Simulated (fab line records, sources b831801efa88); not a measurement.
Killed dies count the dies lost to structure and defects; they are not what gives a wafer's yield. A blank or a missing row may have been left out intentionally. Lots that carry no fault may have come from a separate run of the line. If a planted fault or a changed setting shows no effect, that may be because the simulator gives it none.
Which tool did it? :: flow sky130 :: 14 lots with 42 wafers sampled at 5 steps, on a route of 708 steps

== WHAT EACH GAUGE READ, for each wafer ==
SKY_FIELD_ISO_BOW_MEAS_00. Usual: INCOMING_BOW gives 0 um (standard deviation 6.4).
lot: L797
measured: day 1 10:04
on: film_metro-02
INCOMING_BOW (um): 6 13 -1
flag: 

lot: L798
measured: day 1 15:00
on: film_metro-02
INCOMING_BOW (um): -1 -3 -4
flag: 

lot: L800
measured: day 2 01:00
on: film_metro-02
INCOMING_BOW (um): -8 -5 -4
flag: 

lot: L801
measured: day 2 06:01
on: film_metro-04
INCOMING_BOW (um): -12 -2 2
flag: 

lot: L802
measured: day 2 11:01
on: film_metro-02
INCOMING_BOW (um): -2 8 -4
flag: 

lot: L803
measured: day 2 16:00
on: film_metro-01
INCOMING_BOW (um): -3 7 -10
flag: 

lot: L805
measured: day 3 02:02
on: film_metro-02
INCOMING_BOW (um): 4 8 16
flag: 

lot: L810
measured: day 4 03:00
on: film_metro-04
INCOMING_BOW (um): 6 -4 -2
flag: 

lot: L813
measured: day 4 18:00
on: film_metro-01
INCOMING_BOW (um): -9 2 6
flag: 

lot: L815
measured: day 5 04:00
on: film_metro-01
INCOMING_BOW (um): -10 -1 -7
flag: 

lot: L816
measured: day 5 09:01
on: film_metro-04
INCOMING_BOW (um): -3 -5 4
flag: 

lot: L818
measured: day 5 19:04
on: film_metro-04
INCOMING_BOW (um): -6 4 11
flag: 

lot: L819
measured: day 6 00:00
on: film_metro-04
INCOMING_BOW (um): -5 -4 -11
flag: 

lot: L820
measured: day 6 05:00
on: film_metro-01
INCOMING_BOW (um): -4 0 11
flag: 

SKY_FIELD_ISO_THK_MEAS_02. Usual: FIELD_ISO_OXIDATION_00_THK gives 12.01 nm (standard deviation 0.23).
lot: L797
measured: day 1 13:52
on: film_metro-04
FIELD_ISO_OXIDATION_00_THK (nm): 12.16 12.13 12.17
flag: 

lot: L798
measured: day 1 16:38
on: film_metro-04
FIELD_ISO_OXIDATION_00_THK (nm): 11.73 11.64 11.69
flag: 

lot: L800
measured: day 2 05:49
on: film_metro-04
FIELD_ISO_OXIDATION_00_THK (nm): 11.75 11.97 11.85
flag: 

lot: L801
measured: day 2 08:50
on: film_metro-04
FIELD_ISO_OXIDATION_00_THK (nm): 11.65 11.48 11.56
flag: 

lot: L802
measured: day 2 12:38
on: film_metro-01
FIELD_ISO_OXIDATION_00_THK (nm): 12.19 12.29 12.38
flag: 

lot: L803
measured: day 2 19:16
on: film_metro-04
FIELD_ISO_OXIDATION_00_THK (nm): 11.95 11.59 12.00
flag: 

lot: L805
measured: day 3 03:39
on: film_metro-02
FIELD_ISO_OXIDATION_00_THK (nm): 12.31 12.27 12.21
flag: 

lot: L810
measured: day 4 05:40
on: film_metro-01
FIELD_ISO_OXIDATION_00_THK (nm): 12.26 12.13 12.16
flag: 

lot: L813
measured: day 4 20:03
on: film_metro-02
FIELD_ISO_OXIDATION_00_THK (nm): 11.70 11.57 11.59
flag: 

lot: L815
measured: day 5 06:08
on: film_metro-02
FIELD_ISO_OXIDATION_00_THK (nm): 11.91 12.02 11.96
flag: 

lot: L816
measured: day 5 10:38
on: film_metro-02
FIELD_ISO_OXIDATION_00_THK (nm): 12.14 11.90 11.96
flag: 

lot: L818
measured: day 5 20:40
on: film_metro-04
FIELD_ISO_OXIDATION_00_THK (nm): 12.21 12.12 12.16
flag: 

lot: L819
measured: day 6 01:44
on: film_metro-04
FIELD_ISO_OXIDATION_00_THK (nm): 12.37 12.16 12.50
flag: 

lot: L820
measured: day 6 06:38
on: film_metro-04
FIELD_ISO_OXIDATION_00_THK (nm): 11.99 12.11 12.10
flag: 

SKY_DNWELL_TW_MEAS_09. Usual: DNWELL_TW gives 1118 (standard deviation 7.3).
lot: L797
measured: day 3 05:33
on: film_metro-03
DNWELL_TW: 1110 1113 1105
flag: 

lot: L798
measured: day 3 10:20
on: film_metro-01
DNWELL_TW: 1131 1130 1125
flag: 

lot: L800
measured: day 3 21:32
on: film_metro-01
DNWELL_TW: 1127 1131 1130
flag: 

lot: L801
measured: day 4 02:41
on: film_metro-03
DNWELL_TW: 1106 1109 1111
flag: 

lot: L802
measured: day 4 13:17
on: film_metro-01
DNWELL_TW: 1406 1407 1399
flag: OFF

lot: L803
measured: day 4 13:13
on: film_metro-03
DNWELL_TW: 1110 1104 1106
flag: 

lot: L805
measured: day 5 00:25
on: film_metro-01
DNWELL_TW: 1396 1401 1397
flag: OFF

lot: L810
measured: day 6 02:43
on: film_metro-03
DNWELL_TW: 1396 1401 1398
flag: OFF

lot: L813
measured: day 6 20:14
on: film_metro-03
DNWELL_TW: 1121 1120 1122
flag: 

lot: L815
measured: day 7 04:41
on: film_metro-01
DNWELL_TW: 1128 1125 1123
flag: 

lot: L816
measured: day 7 13:53
on: film_metro-01
DNWELL_TW: 1113 1114 1111
flag: 

lot: L818
measured: day 8 01:21
on: film_metro-03
DNWELL_TW: 1121 1120 1117
flag: 

lot: L819
measured: day 8 07:11
on: film_metro-03
DNWELL_TW: 1120 1127 1116
flag: 

lot: L820
measured: day 8 12:55
on: film_metro-03
DNWELL_TW: 1119 1120 1115
flag: 

SKY_PWDE_OVL_MEAS_07. Usual: PWDE_OVL gives 1.0 nm (standard deviation 1.1).
lot: L797
measured: day 3 21:29
on: overlay-02
PWDE_OVL (nm): 1.4 1.8 0.6
flag: 

lot: L798
measured: day 4 02:46
on: overlay-01
PWDE_OVL (nm): 0.7 1.2 1.0
flag: 

lot: L800
measured: day 4 13:37
on: overlay-02
PWDE_OVL (nm): 1.2 3.0 1.6
flag: 

lot: L801
measured: day 4 18:59
on: overlay-02
PWDE_OVL (nm): 1.2 0.8 1.3
flag: 

lot: L802
measured: day 5 06:26
on: overlay-01
PWDE_OVL (nm): 0.8 0.4 0.3
flag: 

lot: L803
measured: day 5 06:36
on: overlay-02
PWDE_OVL (nm): 0.4 0.4 0.9
flag: 

lot: L805
measured: day 5 17:59
on: overlay-01
PWDE_OVL (nm): -0.2 0.9 1.2
flag: 

lot: L810
measured: day 6 21:34
on: overlay-01
PWDE_OVL (nm): 2.6 -0.9 1.9
flag: 

lot: L813
measured: day 7 15:57
on: overlay-02
PWDE_OVL (nm): 1.4 0.5 1.2
flag: 

lot: L815
measured: day 7 23:58
on: overlay-01
PWDE_OVL (nm): 0.9 -1.2 0.9
flag: 

lot: L816
measured: day 8 09:14
on: overlay-01
PWDE_OVL (nm): 1.8 1.1 0.3
flag: 

lot: L818
measured: day 8 21:05
on: overlay-02
PWDE_OVL (nm): 0.8 1.1 2.4
flag: 

lot: L819
measured: day 9 02:27
on: overlay-02
PWDE_OVL (nm): -2.1 -1.4 0.3
flag: 

lot: L820
measured: day 9 09:24
on: overlay-01
PWDE_OVL (nm): 1.4 0.7 2.2
flag: 

== TOOL THAT RAN EACH LOT (tool first, then ch and the chambers of the sampled wafers, then the start) ==
lot: L797
SKY_DNWELL_IMPLANT_07: implanter-01 ch 0, day 3 05:21

lot: L798
SKY_DNWELL_IMPLANT_07: implanter-03 ch 0, day 3 10:05

lot: L800
SKY_DNWELL_IMPLANT_07: implanter-03 ch 0, day 3 21:17

lot: L801
SKY_DNWELL_IMPLANT_07: implanter-04 ch 0, day 4 02:27

lot: L802
SKY_DNWELL_IMPLANT_07: implanter-03 ch 0, day 4 12:38

lot: L803
SKY_DNWELL_IMPLANT_07: implanter-04 ch 0, day 4 12:58

lot: L805
SKY_DNWELL_IMPLANT_07: implanter-01 ch 0, day 4 23:52

lot: L810
SKY_DNWELL_IMPLANT_07: implanter-01 ch 0, day 6 02:04

lot: L813
SKY_DNWELL_IMPLANT_07: implanter-01 ch 0, day 6 19:59

lot: L815
SKY_DNWELL_IMPLANT_07: implanter-01 ch 0, day 7 04:26

lot: L816
SKY_DNWELL_IMPLANT_07: implanter-01 ch 0, day 7 13:38

lot: L818
SKY_DNWELL_IMPLANT_07: implanter-01 ch 0, day 8 01:08

lot: L819
SKY_DNWELL_IMPLANT_07: implanter-04 ch 0, day 8 06:56

lot: L820
SKY_DNWELL_IMPLANT_07: implanter-03 ch 0, day 8 12:40
- SKY_DNWELL_IMPLANT_07

== AS READ BY THE TOOLS THEMSELVES (means over the sampled wafers that have a number; for cases with no such wafer, the mark the record gives instead) ==
The record holds no such reading with a usual standard deviation.

== THE ANSWER, worked out from the rows above alone ==
Rule: a lot counts as off when the mean over its wafers that have a number is more than 3 standard deviations away from the usual mean. Also off: a lot with no number at a reading for which 4 or more lots have one. All remaining lots with rows at the step are treated as sound. First the gauges in route order, then the tools' own readings, where a lot's mean is used as printed above. At the first step where some lot is off, the reading lying furthest off is the one used; lots without a number count as furthest.
Off: L802, L805, L810, seen at SKY_DNWELL_TW_MEAS_09 (DNWELL_TW).
If a tool, at a process step before that reading, ran all the lots that are off and no sound lot after the first of them, it fits. Those tools and the gauges at SKY_DNWELL_TW_MEAS_09 are tried in the same way. No candidate that was tried fits.

== WHAT THE SIMULATOR PUT IN ==
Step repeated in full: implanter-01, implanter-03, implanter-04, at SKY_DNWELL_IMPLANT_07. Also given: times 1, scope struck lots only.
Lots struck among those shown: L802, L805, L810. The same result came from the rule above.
